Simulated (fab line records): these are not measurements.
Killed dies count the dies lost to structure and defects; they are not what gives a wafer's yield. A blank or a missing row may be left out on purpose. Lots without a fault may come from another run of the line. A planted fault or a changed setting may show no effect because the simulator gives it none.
fab line records    flow sky130
record lots=6  wafers=18  last-day=50
route steps=708 shown SPACER@306 POLY_CUT@307 SD_P@320 RES_XHIGH@332 SD_N@342 PAD_OPEN@708
lots with no fault: from the same line, run without faults
start-h: start of the lot's first displayed wafer, in hours after the record's first day    wait-h: hours from the lot's prior step to this one    " identical to the entry in the row above    L1.1+2: a single row standing in for several wafers    - no value present, or no start provided    * or withheld: withheld    < > ~ a bound
route shown NAME@n: NAME is a module with steps in the file, n the number in the route of the first one    usual: mean and standard deviation over wafers with no fault    same: alike in all rows    chamber/n: place in a boat    sites: readings site by site    _std_site: standard deviation of those values    _edge_site: mean of outer sites minus mean of inner sites    radius-mm: how far each site lies from the wafer's centre    mask NAME#n: copy n    behind: the tool/chamber that last shaped the wafer    hold: why the lot went on hold/how many hours it stayed there/how the hold came to an end    device: the transistor (n, p or np) that didn't switch    end of line: the same wafers' tests at the end of the route    step lacking rows: just its recipe    killed: the dies lost at the first sort to structure and to defects; this is not the yield of the wafer    map: shows each die of a wafer: x if killed, . if not, _ if none is there
set.NAME: the setting as run; set.NAME@STEP: as run at that earlier step    model.NAME: the simulator's own value behind a step, which no gauge read
lots seen at some steps along the route; tables by step, rows by wafer
services: when a tool's chamber went out of use (start-h, in hours from the record's first day, below 0 if earlier), for how many hours, and the reason
## steps
# step SKY_SPACER_ETCHBACK_02
# recipe chemistry=CH3F/O2  target=Si3N4  stop-on=SiO2  source-w=400  bias-w=80  pressure-mtorr=25  ch3f-flow-sccm=40  O2_flow_sccm=30  time-s=46.7  target-depth-a=450
# usual ch3f-flow-sccm=39.99/0.14  drypump-motor-current-A=5.6/0.5  oes-product-au=0.854/0.0069  throttle-valve-pct=10.563/0.0096
# same time-s=46.7
lot.wafer  tool         chamber  start-h  wait-h  ch3f-flow-sccm  drypump-motor-current-A  oes-product-au  rf-hours-counter-h  throttle-valve-pct
L337.1     rie-diel-01  1        564.68   0.1     39.90           5.5                      0.862           49                  10.563
L337.2     "            2        "        "       39.90           5.7                      0.860           48                  10.569
L337.4     "            3        "        "       39.80           6.1                      0.862           14                  10.571
L343.3     rie-diel-04  2        621.71   0.0     39.82           6.2                      0.853           26                  10.545
L343.4     "            1        "        "       40.03           6.0                      0.845           29                  10.537
L343.6     "            0        "        "       40.12           4.6                      0.847           -                   10.571
L344.1     rie-diel-02  0        628.87   0.1     40.11           5.3                      0.855           9                   10.564
L344.3     "            1        "        "       39.81           6.2                      0.845           7                   10.552
L344.4     "            3        "        "       40.05           4.8                      0.851           13                  10.562
L346.1     rie-diel-01  0        654.82   0.1     40.24           5.6                      0.855           56                  10.562
L346.2     "            1        "        "       39.99           5.5                      0.849           50                  10.560
L346.5     "            2        "        "       40.08           5.7                      0.849           -                   10.559
L352.4     rie-diel-01  3        691.33   0.0     40.07           6.1                      0.864           16                  10.551
L352.5     "            0        "        "       39.98           5.6                      0.856           -                   10.557
L352.6     "            3        "        "       40.02           6.1                      0.868           -                   10.541
L356.2     rie-diel-04  3        714.40   0.0     40.05           6.1                      0.859           2                   10.570
L356.3     "            2        "        "       40.15           6.2                      0.849           28                  10.569
L356.6     "            3        "        "       40.07           6.1                      0.847           -                   10.587
# step SKY_POLY_CUT_DEHYDRATE_00
# recipe temp-c=200  time-s=60
# step SKY_POLY_CUT_HMDS_01
# recipe prime-time-s=60  prime-temp-c=120
# step SKY_POLY_CUT_COAT_02
# recipe resist=BARC  temp-c=withheld  time-s=withheld  spin-rpm=3000  resist-thk-nm=60
# step SKY_POLY_CUT_COAT_03
# recipe resist=KrF-thick  spin-rpm=3000  resist-thk-nm=450
# step SKY_POLY_CUT_SOFTBAKE_04
# recipe temp-c=100  time-s=90  resist=KrF-thick
# step SKY_POLY_CUT_EXPOSE_05
# recipe mask-id=NPCM  na=0.8  source-shape=annular  sigma-inner=0.55  sigma-outer=0.85  target-cd-nm=270  dose-mj=32
# step SKY_POLY_CUT_PEB_06
# recipe peb-temp-c=withheld  peb-time-s=withheld  resist=KrF-thick
# step SKY_POLY_CUT_DEVELOP_07
# recipe develop-time-s=60  resist=KrF-thick  dev-temp-c=21
# step SKY_POLY_CUT_CD_MEAS_08
# recipe target-cd-nm=270
# usual cd-nm=270.1/1.2
lot.wafer  tool       chamber  start-h  wait-h  cd-nm
L337.1     cd-sem-02  -        593.71   -       268.6
L337.2     "          -        "        "       268.5
L337.4     "          -        "        "       269.0
L343.3     cd-sem-01  -        650.31   -       270.1
L343.4     "          -        "        "       268.9
L343.6     "          -        "        "       269.8
L344.1     cd-sem-02  -        657.22   -       272.5
L344.3     "          -        "        "       273.6
L344.4     "          -        "        "       271.9
L346.1     cd-sem-02  -        682.06   -       270.5
L346.2     "          -        "        "       270.7
L346.5     "          -        "        "       269.8
L352.4     cd-sem-02  -        718.68   -       270.7
L352.5     "          -        "        "       270.9
L352.6     "          -        "        "       271.8
L356.2     cd-sem-02  -        741.74   -       268.3
L356.3     "          -        "        "       269.7
L356.6     "          -        "        "       269.5
# step SKY_POLY_CUT_OVL_MEAS_09
# usual POLY_CUT_OVL=4/6.7
lot.wafer  tool        chamber  start-h  wait-h  POLY_CUT_OVL[nm]
L337.1     overlay-01  -        593.83   0.1     16
L337.2     "           -        "        "       -4
L337.4     "           -        "        "       -4
L343.3     overlay-01  -        650.41   0.1     10
L343.4     "           -        "        "       -1
L343.6     "           -        "        "       -2
L344.1     overlay-02  -        657.34   0.1     6
L344.3     "           -        "        "       13
L344.4     "           -        "        "       7
L346.1     overlay-02  -        682.18   0.1     2
L346.2     "           -        "        "       -13
L346.5     "           -        "        "       2
L352.4     overlay-02  -        718.76   0.1     -3
L352.5     "           -        "        "       2
L352.6     "           -        "        "       -6
L356.2     overlay-02  -        741.85   0.1     9
L356.3     "           -        "        "       12
L356.6     "           -        "        "       13
# step SKY_POLY_CUT_ETCH_10
# recipe chemistry=N2/H2  target=BARC  ion-energy-ev=200  source-w=500  bias-w=100  pressure-mtorr=30  n2-flow-sccm=100  h2-flow-sccm=200  stop-on=SiO2  time-s=45.9  target-depth-a=600
# usual drypump-motor-current-A=5.6/0.38  oes-product-au=0.855/0.0049  throttle-valve-pct=13.225/0.0089
# same time-s=45.9
lot.wafer  tool         chamber  start-h  wait-h  drypump-motor-current-A  oes-product-au  rf-hours-counter-h  throttle-valve-pct
L337.1     rie-diel-01  0        593.87   0.0     5.7                      0.852           55                  13.225
L337.2     "            1        "        "       5.5                      0.857           49                  13.230
L337.4     "            3        "        "       6.2                      0.849           14                  13.239
L343.3     rie-diel-03  2        650.43   0.0     5.9                      0.852           3                   13.234
L343.4     "            3        "        "       5.2                      0.855           12                  13.223
L343.6     "            2        "        "       5.9                      0.858           -                   13.224
L344.1     rie-diel-03  3        657.38   0.0     5.2                      0.851           12                  13.220
L344.3     "            0        "        "       5.3                      0.852           24                  13.227
L344.4     "            2        "        "       5.8                      0.862           3                   13.220
L346.1     rie-diel-01  3        682.22   0.0     6.2                      0.851           16                  13.216
L346.2     "            2        "        "       5.7                      0.856           50                  13.222
L346.5     "            3        "        "       6.2                      0.870           -                   13.240
L352.4     rie-diel-03  3        718.78   0.0     5.2                      0.861           14                  13.217
L352.5     "            0        "        "       5.3                      0.848           -                   13.226
L352.6     "            1        "        "       6.0                      0.857           -                   13.221
L356.2     rie-diel-03  1        741.88   0.0     5.9                      0.857           11                  13.224
L356.3     "            3        "        "       5.2                      0.851           14                  13.221
L356.6     "            0        "        "       5.3                      0.853           -                   13.213
# step SKY_POLY_CUT_ETCH_11
# recipe target=Si3N4  chemistry=CF4/CH2F2/Ar  stop-on=poly-Si  source-w=600  bias-w=150  pressure-mtorr=40  cf4-flow-sccm=40  ch2f2-flow-sccm=20  Ar_flow_sccm=150  time-s=42.5  target-depth-a=600
# usual drypump-motor-current-A=5.6/0.39  oes-product-au=0.831/0.0063  throttle-valve-pct=14.995/0.0091
# same time-s=42.5
lot.wafer  tool         chamber  start-h  wait-h  drypump-motor-current-A  oes-product-au  rf-hours-counter-h  throttle-valve-pct  model.etch.depth-nm  model.POLY_CUT.feature-depth-nm
L337.1     rie-diel-01  0        593.91   0.0     5.7                      0.826           55                  14.995              63                   63
L337.2     "            1        "        "       5.5                      0.844           49                  14.988              63.01                63.01
L337.4     "            3        "        "       6.2                      0.825           14                  15.004              62.51                62.51
L343.3     rie-diel-03  2        650.47   0.0     5.8                      0.825           3                   14.994              61.14                61.14
L343.4     "            3        "        "       5.2                      0.820           12                  14.997              60.74                60.74
L343.6     "            2        "        "       5.8                      0.815           -                   14.992              60.64                60.64
L344.1     rie-diel-03  3        657.42   0.0     5.2                      0.826           12                  15.012              61.13                61.13
L344.3     "            0        "        "       5.3                      0.836           24                  14.990              62.2                 62.2
L344.4     "            2        "        "       5.9                      0.820           3                   14.998              60.28                60.28
L346.1     rie-diel-01  3        682.26   0.0     6.2                      0.835           16                  14.988              62.43                62.43
L346.2     "            2        "        "       5.7                      0.833           50                  14.981              62.8                 62.8
L346.5     "            3        "        "       6.2                      0.834           -                   14.982              62.44                62.44
L352.4     rie-diel-03  3        718.82   0.0     5.2                      0.827           14                  14.995              62.39                62.39
L352.5     "            0        "        "       5.3                      0.827           -                   14.995              62.37                62.37
L352.6     "            1        "        "       5.9                      0.826           -                   14.993              62.15                62.15
L356.2     rie-diel-03  1        741.92   0.0     6.0                      0.829           11                  14.998              61.65                61.65
L356.3     "            3        "        "       5.2                      0.825           14                  14.998              61.13                61.13
L356.6     "            0        "        "       5.3                      0.829           -                   14.981              61.87                61.87
# step SKY_POLY_CUT_STRIP_12
# recipe chemistry=O2/N2  power-w=1400  pressure-mtorr=1500  platen-temp-c=withheld  o2-flow-sccm=3000  n2-flow-sccm=300  overash-fraction=0.5
# usual drypump-motor-current-A=5.2/0.51  oes-product-au=0.452/0.0047  strip-time-to-endpoint-s=5.360/0.017
lot.wafer  tool             chamber  start-h  wait-h  drypump-motor-current-A  oes-product-au  rf-hours-counter-h  strip-time-to-endpoint-s
L337.1     plasma-asher-04  1        593.95   0.0     4.7                      0.454           78                  5.383
L337.2     "                0        "        "       5.0                      0.455           78                  5.371
L337.4     "                1        "        "       4.7                      0.461           -                   5.377
L343.3     plasma-asher-03  0        650.55   0.1     6.0                      0.456           -                   5.356
L343.4     "                1        "        "       5.0                      0.445           -                   5.347
L343.6     "                0        "        "       6.0                      0.449           -                   5.376
L344.1     plasma-asher-04  1        657.46   0.0     4.7                      0.460           85                  5.362
L344.3     "                0        "        "       5.0                      0.447           -                   5.357
L344.4     "                1        "        "       4.7                      0.448           -                   5.335
L346.1     plasma-asher-01  1        682.30   0.0     6.1                      0.452           54                  5.342
L346.2     "                0        "        "       5.3                      0.456           54                  5.363
L346.5     "                1        "        "       6.0                      0.449           -                   5.347
L352.4     plasma-asher-01  1        718.90   0.1     6.0                      0.455           -                   5.353
L352.5     "                1        "        "       6.0                      0.454           -                   5.371
L352.6     "                0        "        "       5.3                      0.445           -                   5.389
L356.2     plasma-asher-04  1        741.96   0.0     4.7                      0.456           94                  5.338
L356.3     "                0        "        "       5.0                      0.450           -                   5.362
L356.6     "                1        "        "       4.7                      0.450           -                   5.341
# step SKY_SD_P_DEHYDRATE_00
# recipe temp-c=200  time-s=60
# step SKY_SD_P_HMDS_01
# recipe prime-time-s=60  prime-temp-c=120
# step SKY_SD_P_COAT_02
# recipe resist=NOVOLAK  spin-rpm=3000  resist-thk-nm=1140
# step SKY_SD_P_SOFTBAKE_03
# recipe temp-c=90  time-s=60  resist=NOVOLAK
# step SKY_SD_P_EXPOSE_04
# recipe mask-id=PSDM  na=0.6  source-shape=conventional  sigma-outer=0.6  polarization=unpolarized  target-cd-nm=380  dose-mj=138
# step SKY_SD_P_PEB_05
# recipe temp-c=withheld  time-s=*  resist=NOVOLAK
# step SKY_SD_P_DEVELOP_06
# recipe resist=NOVOLAK  developer=TMAH  develop-time-s=60  dev-temp-c=23.93
# step SKY_SD_P_CD_MEAS_07
# recipe target-cd-nm=380
# usual cd-nm=378.9/2.5
lot.wafer  tool       chamber  start-h  wait-h  cd-nm
L337.1     cd-sem-02  -        622.54   0.1     378.7
L337.2     "          -        "        "       375.3
L337.4     "          -        "        "       376.7
L343.3     cd-sem-01  -        677.90   0.1     382.9
L344.3     cd-sem-02  -        685.15   0.1     376.7
L346.1     cd-sem-02  -        709.91   0.1     380.4
L346.2     "          -        "        "       378.8
L346.5     "          -        "        "       380.9
L352.4     cd-sem-02  -        746.00   0.1     377.9
L352.5     "          -        "        "       382.0
L352.6     "          -        "        "       382.4
L356.2     cd-sem-02  -        768.16   0.1     380.8
L356.3     "          -        "        "       380.5
L356.6     "          -        "        "       381.7
# step SKY_SD_P_OVL_MEAS_08
# usual SD_P_OVL=0.3/1.3
lot.wafer  tool        chamber  start-h  wait-h  SD_P_OVL[nm]
L337.1     overlay-02  -        622.66   0.1     1.1
L337.2     "           -        "        "       -0.5
L337.4     "           -        "        "       0.6
L343.3     overlay-02  -        677.99   0.1     1.2
L344.3     overlay-02  -        685.25   0.1     -0.1
L346.1     overlay-01  -        710.03   0.1     1.1
L346.2     "           -        "        "       2.3
L346.5     "           -        "        "       1.1
L352.4     overlay-02  -        746.08   0.1     0.2
L352.5     "           -        "        "       -0.6
L352.6     "           -        "        "       -1.1
L356.2     overlay-01  -        768.26   0.1     1.3
L356.3     "           -        "        "       0.9
L356.6     "           -        "        "       1.9
# step SKY_SD_P_IMPLANT_09
# recipe species=BF2  energy-kev=20  dose-cm2=3e+15  tilt-deg=0
# step SKY_SD_P_STRIP_10
# recipe chemistry=O2/N2  power-w=1400  pressure-mtorr=1500  platen-temp-c=withheld  o2-flow-sccm=3000  n2-flow-sccm=300  overash-fraction=0.5
# usual drypump-motor-current-A=5.5/0.58  oes-product-au=0.618/0.0044  strip-time-to-endpoint-s=17.52/0.044
lot.wafer  tool             chamber  start-h  wait-h  drypump-motor-current-A  oes-product-au  rf-hours-counter-h  strip-time-to-endpoint-s
L337.1     plasma-asher-02  1        622.85   0.1     6.2                      0.624           93                  17.64
L337.2     "                0        "        "       5.8                      0.616           93                  17.62
L337.4     "                1        "        "       6.2                      0.621           -                   17.57
L343.3     plasma-asher-04  0        678.20   0.1     5.0                      0.618           -                   17.47
L344.3     plasma-asher-01  1        685.45   0.1     6.1                      0.620           -                   17.55
L346.1     plasma-asher-02  0        710.22   0.1     5.8                      0.620           103                 17.58
L346.2     "                1        "        "       6.2                      0.614           103                 17.56
L346.5     "                1        "        "       6.2                      0.624           -                   17.56
L352.4     plasma-asher-02  0        746.28   0.1     5.7                      0.620           -                   17.47
L352.5     "                1        "        "       6.2                      0.625           -                   17.53
L352.6     "                0        "        "       5.8                      0.613           -                   17.46
L356.2     plasma-asher-02  1        768.44   0.1     6.2                      0.615           2                   17.50
L356.3     "                0        "        "       5.8                      0.623           -                   17.47
L356.6     "                0        "        "       5.8                      0.611           -                   17.49
# step SKY_SD_P_TW_MEAS_11
# usual SD_P_TW=2828/14
lot.wafer  tool           chamber  start-h  wait-h  SD_P_TW
L337.1     film-metro-01  -        622.95   0.1     2851
L337.2     "              -        "        "       2845
L337.4     "              -        "        "       2839
L343.3     film-metro-01  -        678.29   0.1     2821
L344.3     film-metro-01  -        685.54   0.1     2851
L346.1     film-metro-02  -        710.32   0.1     2814
L346.2     "              -        "        "       2836
L346.5     "              -        "        "       2819
L352.4     film-metro-01  -        746.38   0.1     2868
L352.5     "              -        "        "       2843
L352.6     "              -        "        "       2850
L356.2     film-metro-02  -        768.55   0.1     2807
L356.3     "              -        "        "       2805
L356.6     "              -        "        "       2816
# step SKY_RES_XHIGH_DEHYDRATE_00
# recipe temp-c=200  time-s=60
# step SKY_RES_XHIGH_HMDS_01
# recipe prime-time-s=60  prime-temp-c=120
# step SKY_RES_XHIGH_COAT_02
# recipe resist=NOVOLAK  spin-rpm=3000  resist-thk-nm=1140
# step SKY_RES_XHIGH_SOFTBAKE_03
# recipe temp-c=90  time-s=60  resist=NOVOLAK
# step SKY_RES_XHIGH_EXPOSE_04
# recipe mask-id=URPM  na=0.6  source-shape=conventional  sigma-outer=0.6  polarization=unpolarized  target-cd-nm=1270  dose-mj=140
# step SKY_RES_XHIGH_PEB_05
# recipe temp-c=withheld  time-s=*  resist=NOVOLAK
# step SKY_RES_XHIGH_DEVELOP_06
# recipe resist=NOVOLAK  developer=TMAH  develop-time-s=60  dev-temp-c=23
# step SKY_RES_XHIGH_IMPLANT_07
# recipe species=BF2  energy-kev=20  dose-cm2=3.6e+14  tilt-deg=0
# step SKY_RES_XHIGH_STRIP_08
# recipe chemistry=O2/N2  power-w=1400  pressure-mtorr=1500  platen-temp-c=withheld  o2-flow-sccm=3000  n2-flow-sccm=300  overash-fraction=0.5
# usual drypump-motor-current-A=5.5/0.58  oes-product-au=0.710/0.0046  strip-time-to-endpoint-s=14.28/0.042
lot.wafer  tool             chamber  start-h  wait-h  drypump-motor-current-A  oes-product-au  rf-hours-counter-h  strip-time-to-endpoint-s
L337.1     plasma-asher-02  1        651.94   0.1     6.2                      0.703           97                  14.34
L337.2     "                0        "        "       5.8                      0.710           97                  14.27
L337.4     "                0        "        "       5.8                      0.708           -                   14.32
L343.3     plasma-asher-04  0        706.12   0.1     5.0                      0.707           -                   14.30
L344.3     plasma-asher-04  0        712.21   0.1     5.0                      0.701           -                   14.32
L346.1     plasma-asher-04  1        737.64   0.1     4.7                      0.708           93                  14.28
L346.2     "                0        "        "       5.0                      0.708           93                  14.26
L346.5     "                1        "        "       4.7                      0.705           -                   14.20
L352.4     plasma-asher-03  1        773.02   0.1     5.0                      0.707           -                   14.27
L352.5     "                0        "        "       6.0                      0.704           -                   14.29
L352.6     "                1        "        "       5.1                      0.710           -                   14.29
L356.2     plasma-asher-02  0        794.57   0.1     5.8                      0.713           5                   14.24
L356.3     "                0        "        "       5.8                      0.707           -                   14.25
L356.6     "                1        "        "       6.2                      0.718           -                   14.20
# step SKY_RES_XHIGH_TW_MEAS_09
# usual RES_XHIGH_TW=1643/8.4
lot.wafer  tool           chamber  start-h  wait-h  RES_XHIGH_TW
L337.1     film-metro-02  -        652.04   0.1     1637
L337.2     "              -        "        "       1642
L337.4     "              -        "        "       1640
L343.3     film-metro-02  -        706.21   0.1     1638
L344.3     film-metro-04  -        712.29   0.1     1639
L346.1     film-metro-04  -        737.74   0.1     1634
L346.2     "              -        "        "       1638
L346.5     "              -        "        "       1641
L352.4     film-metro-01  -        773.12   0.1     1662
L352.5     "              -        "        "       1645
L352.6     "              -        "        "       1656
L356.2     film-metro-01  -        794.68   0.1     1641
L356.3     "              -        "        "       1648
L356.6     "              -        "        "       1647
# step SKY_SD_N_DEHYDRATE_00
# recipe temp-c=200  time-s=60
# step SKY_SD_N_HMDS_01
# recipe prime-time-s=60  prime-temp-c=120
# step SKY_SD_N_COAT_02
# recipe resist=NOVOLAK  spin-rpm=3000  resist-thk-nm=1140
# step SKY_SD_N_SOFTBAKE_03
# recipe temp-c=90  time-s=60  resist=NOVOLAK
# step SKY_SD_N_EXPOSE_04
# recipe mask-id=NSDM  na=0.6  source-shape=conventional  sigma-outer=0.6  polarization=unpolarized  target-cd-nm=380  dose-mj=141
# step SKY_SD_N_PEB_05
# recipe temp-c=withheld  time-s=*  resist=NOVOLAK
# step SKY_PAD_OPEN_PROBE_99
# usual killed_at_M0_to_M3=44/7  killed_at_M4_up=3.0/2  killed-at-contacts=24/5.3  killed-at-front-end=15/4  killed-at-other=0.2/0.41  killed-dies=87/9.1  killed-on-rim=17/3.5  killed-open=49/7.3  killed-short=38/5.9
# same gross-dies=492  killed-at-back-side=0
lot.wafer  tool       chamber  start-h  wait-h  killed_at_M0_to_M3  killed_at_M4_up  killed-at-contacts  killed-at-front-end  killed-at-other  killed-dies  killed-on-rim  killed-open  killed-short
L337.1     prober-01  -        1098.79  0.1     43                  4                23                  19                   0                89           21             50           39
L337.2     prober-01  -        1098.84  0.1     40                  4                22                  17                   2                85           19             47           38
L337.4     prober-01  -        1098.94  0.2     52                  7                17                  14                   0                90           12             49           41
L343.3     prober-01  -        1138.87  0.2     37                  6                27                  19                   0                89           17             47           42
L343.4     prober-01  -        1138.92  0.2     47                  4                16                  338                  0                405          96             55           26
L343.6     prober-01  -        1139.02  0.2     36                  3                26                  338                  0                403          96             40           51
L344.1     prober-02  -        1144.23  0.1     42                  1                28                  363                  0                434          85             45           40
L344.3     prober-02  -        1144.33  0.2     44                  1                30                  9                    0                84           14             50           34
L344.4     prober-02  -        1144.38  0.2     44                  3                24                  352                  0                423          94             50           34
L346.1     prober-02  -        1161.28  0.1     28                  6                21                  14                   0                69           13             35           34
L346.2     prober-02  -        1161.33  0.1     50                  4                19                  22                   0                95           14             58           37
L346.5     prober-02  -        1161.48  0.2     32                  4                23                  15                   0                74           11             41           33
L352.4     prober-02  -        1184.29  0.2     52                  2                18                  9                    0                81           20             40           41
L352.5     prober-02  -        1184.34  0.2     54                  2                21                  8                    0                85           19             49           36
L352.6     prober-02  -        1184.39  0.2     43                  7                21                  16                   0                87           19             44           43
# killed by level:class
L337.1 VIA1:geometric-particle:open=9 VIA3:geometric-particle:open=9 CONTACT:geometric-particle:open=8 POLY_GATE:geometric-particle:open=6 LI_CONTACT:geometric-particle:open=5 CONTACT:geometric-particle:short=5 VIA1:geometric-particle:short=5 METAL2:geometric-particle:short=5
L337.2 LI_CONTACT:geometric-particle:open=10 VIA1:geometric-particle:open=8 METAL2:geometric-particle:short=7 POLY_GATE:geometric-particle:open=5 VIA2:geometric-particle:short=5 SPACER:geometric-particle:open=5 METAL1:geometric-particle:short=5 CONTACT:geometric-particle:open=4
L337.4 VIA1:geometric-particle:open=13 VIA1:geometric-particle:short=8 VIA2:geometric-particle:open=8 VIA3:geometric-particle:open=7 POLY_GATE:geometric-particle:open=6 METAL4:geometric-particle:short=6 LI_CONTACT:geometric-particle:open=5 METAL2:geometric-particle:short=4
L343.3 CONTACT:geometric-particle:open=12 METAL2:geometric-particle:short=7 FIELD_ISO:geometric-particle:short=6 LI_CONTACT:geometric-particle:open=6 VIA3:geometric-particle:open=6 VIA1:geometric-particle:short=5 POLY_GATE:geometric-particle:short=5 CONTACT:geometric-particle:short=5
L343.4 POLY_CUT:area-etch=324 VIA1:geometric-particle:open=19 VIA3:geometric-particle:open=9 CONTACT:geometric-particle:open=8 VIA2:geometric-particle:open=4 METAL3:geometric-particle:short=4 FIELD_ISO:geometric-particle:open=3 FIELD_ISO:geometric-particle:short=3
L343.6 POLY_CUT:area-etch=312 VIA1:geometric-particle:open=9 FIELD_ISO:geometric-particle:short=8 POLY_GATE:geometric-particle:short=8 LOCAL_INTERCONNECT:geometric-particle:short=8 CONTACT:geometric-particle:open=7 POLY_GATE:geometric-particle:open=5 METAL1:geometric-particle:short=5
L344.1 POLY_CUT:area-etch=349 CONTACT:geometric-particle:open=9 VIA3:geometric-particle:open=7 FIELD_ISO:geometric-particle:open=6 VIA3:geometric-particle:short=6 VIA1:geometric-particle:open=6 LI_CONTACT:geometric-particle:open=5 LOCAL_INTERCONNECT:geometric-particle:short=5
L344.3 VIA1:geometric-particle:open=16 CONTACT:geometric-particle:open=13 LI_CONTACT:geometric-particle:open=9 VIA2:geometric-particle:short=7 LI_CONTACT:geometric-particle:short=4 VIA3:geometric-particle:short=4 FIELD_ISO:geometric-particle:short=3 CONTACT:geometric-particle:short=3
L344.4 POLY_CUT:area-etch=339 LI_CONTACT:geometric-particle:open=13 VIA1:geometric-particle:open=12 VIA2:geometric-particle:open=6 CONTACT:geometric-particle:open=5 METAL1:geometric-particle:short=5 VIA1:geometric-particle:short=4 FIELD_ISO:geometric-particle:short=3
L346.1 LI_CONTACT:geometric-particle:open=8 METAL1:geometric-particle:short=6 METAL4:geometric-particle:short=5 CONTACT:geometric-particle:short=5 FIELD_ISO:geometric-particle:open=4 CONTACT:geometric-particle:open=4 VIA1:geometric-particle:open=4 SPACER:geometric-particle:open=3
L346.2 VIA1:geometric-particle:open=13 CONTACT:geometric-particle:open=9 VIA2:geometric-particle:open=9 FIELD_ISO:geometric-particle:open=7 METAL2:geometric-particle:short=6 FIELD_ISO:geometric-particle:short=5 POLY_GATE:geometric-particle:open=5 LI_CONTACT:geometric-particle:open=5
L346.5 VIA2:geometric-particle:open=7 POLY_GATE:geometric-particle:open=5 LI_CONTACT:geometric-particle:open=5 LI_CONTACT:geometric-particle:short=5 CONTACT:geometric-particle:short=5 VIA1:geometric-particle:open=5 VIA3:geometric-particle:open=5 FIELD_ISO:geometric-particle:open=4
L352.4 VIA2:geometric-particle:open=10 METAL1:geometric-particle:short=8 CONTACT:geometric-particle:open=6 VIA1:geometric-particle:open=6 METAL2:geometric-particle:short=6 VIA3:geometric-particle:short=5 VIA3:geometric-particle:open=5 POLY_GATE:geometric-particle:open=4
L352.5 VIA2:geometric-particle:open=11 VIA3:geometric-particle:open=11 VIA1:geometric-particle:open=8 VIA1:geometric-particle:short=8 LI_CONTACT:geometric-particle:open=7 CONTACT:geometric-particle:open=5 LOCAL_INTERCONNECT:geometric-particle:short=4 METAL2:geometric-particle:short=4
L352.6 CONTACT:geometric-particle:open=9 VIA1:geometric-particle:open=9 VIA1:geometric-particle:short=6 FIELD_ISO:geometric-particle:short=5 CONTACT:geometric-particle:short=5 METAL1:geometric-particle:short=5 METAL4:geometric-particle:short=5 VIA2:geometric-particle:open=5
# map L343.4 (x killed, . not)
__________xxxxxxxxxx_________
________xxxxxxxxxxxxxx_______
______xxxxxxxxxxxxxxxxxx_____
_____xxxxxxxxxxxxxxxxxxxx____
____xxxxxxxxxxxxxxxxxxxxxx___
___xxxxxxxxxxxxxxxxxxxxxxxx__
__xxxxxxxx.xx..x.xxxxxxxxxxx_
_xxxxxxxxx...x....x.xxxxxxxxx
_xxxxxxxx..x.........xxxxxxxx
_xxxxxxx.x.x...x......xxxxxxx
_xxxxxxxx..xxxx......xxxxxxxx
_xxxxxxx..x..........xxxxxxxx
_xxxxxxxxxx..xx..x.x.xxxxxxxx
_xxxxxxx........x...xxxxxxxxx
_xxxxxxxx...........xxxxxxxxx
__xxxxxxxxxxx..xx.xxxxxxxxxx_
___xxxxxxxxxx.x.xxxxxxxxxxx__
____xxxxxxxxxxxxxxxxxxxxxx___
_____xxxxxxxxxxxxxxxxxxxx____
______xxxxxxxxxxxxxxxxxx_____
________xxxxxxxxxxxxxx_______
__________xxxxxxxxxx_________
# map L344.1 (x killed, . not)
__________xx.xxxxxxx_________
________.x.xx.xxxxxxxx_______
______.x.xxxxxxxxxxxxxxx_____
_____xxxxxxxxxxxxxxxxxxxx____
____xxx.xxxxxxxxxxxxxxxxxx___
___xxxxxxxxxxxxxxxxxxxxxxxx__
__xxxxxxxxxxxxxxxxxxxxxxxxxx_
_xxxxxxxxxxxxxxxx.xxxxxx.xxxx
_xxxxxx.xxxxxxxxxxxxxx.xxxxxx
_xxxxxxxxxxxxxxxx..xxxxxxxxxx
_xxxxxxxxxxxxxxx.xxx.xxxxxxxx
_xxxxxxxxxxxxxx.....xxxxx..xx
_xxxxxxxxxxx.x.xxxxxx.xxxxxxx
_xxxxxxxxx.xxxxxxxxx..xxxxxxx
_xxx.x.xxxxx.xxx.xxx.xxxxxxxx
__xx.xxxxxxxx.xxxxx...xx..xx_
___xxxxxxx.xxx.x.xx.x.xxxx.__
____xxxxxxxxxxxx.xx.x.xxx.___
_____.xxxxxxxxxxx...xxx..____
______xxxxxxxxxxxxxx.xxx_____
________xxxxxxxxxxxxxx_______
__________xx.xxxxxxx_________
## services
tool             chamber  start-h  hours  kind
plasma-asher-03  -        576.64   2.3    repair
rie-diel-04      1        598.68   19.1   repair
rie-diel-02      0        603.50   1.5    repair
plasma-asher-03  -        609.13   39.3   pm
rie-diel-04      3        628.29   2.0    repair
plasma-asher-04  -        628.39   2.8    pm
rie-diel-01      3        630.12   9.4    repair
plasma-asher-01  -        634.31   2.8    pm
rie-diel-03      1        639.04   5.1    repair
rie-diel-02      3        639.76   2.1    repair
rie-diel-02      2        642.40   4.2    repair
rie-diel-01      1        658.16   2.6    repair
rie-diel-02      3        659.41   3.1    repair
rie-diel-02      0        664.67   1.5    repair
rie-diel-01      2        666.44   6.0    repair
rie-diel-01      0        672.46   -      clean
rie-diel-01      0        672.46   15.5   scheduled-down
rie-diel-01      0        672.46   15.5   vent-cycle
rie-diel-02      2        696.23   15.7   repair
rie-diel-02      1        705.95   8.6    repair
plasma-asher-02  -        733.75   9.0    pm
rie-diel-01      2        744.94   5.6    repair
plasma-asher-02  -        781.15   2.8    pm
rie-diel-01      -        791.76   2.8    pm
## key
first-sign step=SKY_PAD_OPEN_PROBE_99  reading=killed-at-front-end  direction=up  sigmas=84  usual=15  struck=348
effect step=SKY_PAD_OPEN_PROBE_99  reading=killed-dies  direction=up  sigmas=36  usual=87  struck=416
model-effect step=SKY_POLY_CUT_ETCH_11  value=etch.depth-nm  without=61.93  struck=60.7
more-kills-born-at SKY_POLY_CUT_ETCH_11@rie-diel-03=1324
met-at SKY_POLY_CUT_ETCH_11
struck-wafers L343.4,L343.6,L344.1,L344.4
later-rows-left-out L343.4,L343.6,L344.1,L344.4
tester-left-out L343,L344
fault kind=process-parameter-drift  tool=rie-diel-03  chamber=-  onset-h=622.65  steps=SKY_POLY_CUT_ETCH_11  channel=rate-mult  offset=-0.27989  shape=step  end-h=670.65  scope=struck-wafers-only
# tester-left-out: of these lots the tester's yield and bins aren't shown, on N5 and GAA mostly nor the transistor test; their killed dies are dies lost to structure and defects alone, not to doping, threshold or leakage, so they don't give the yield
# later-rows-left-out: the simulator's readings of these wafers behind a module that went badly wrong aren't trusted and aren't shown, but for the sort
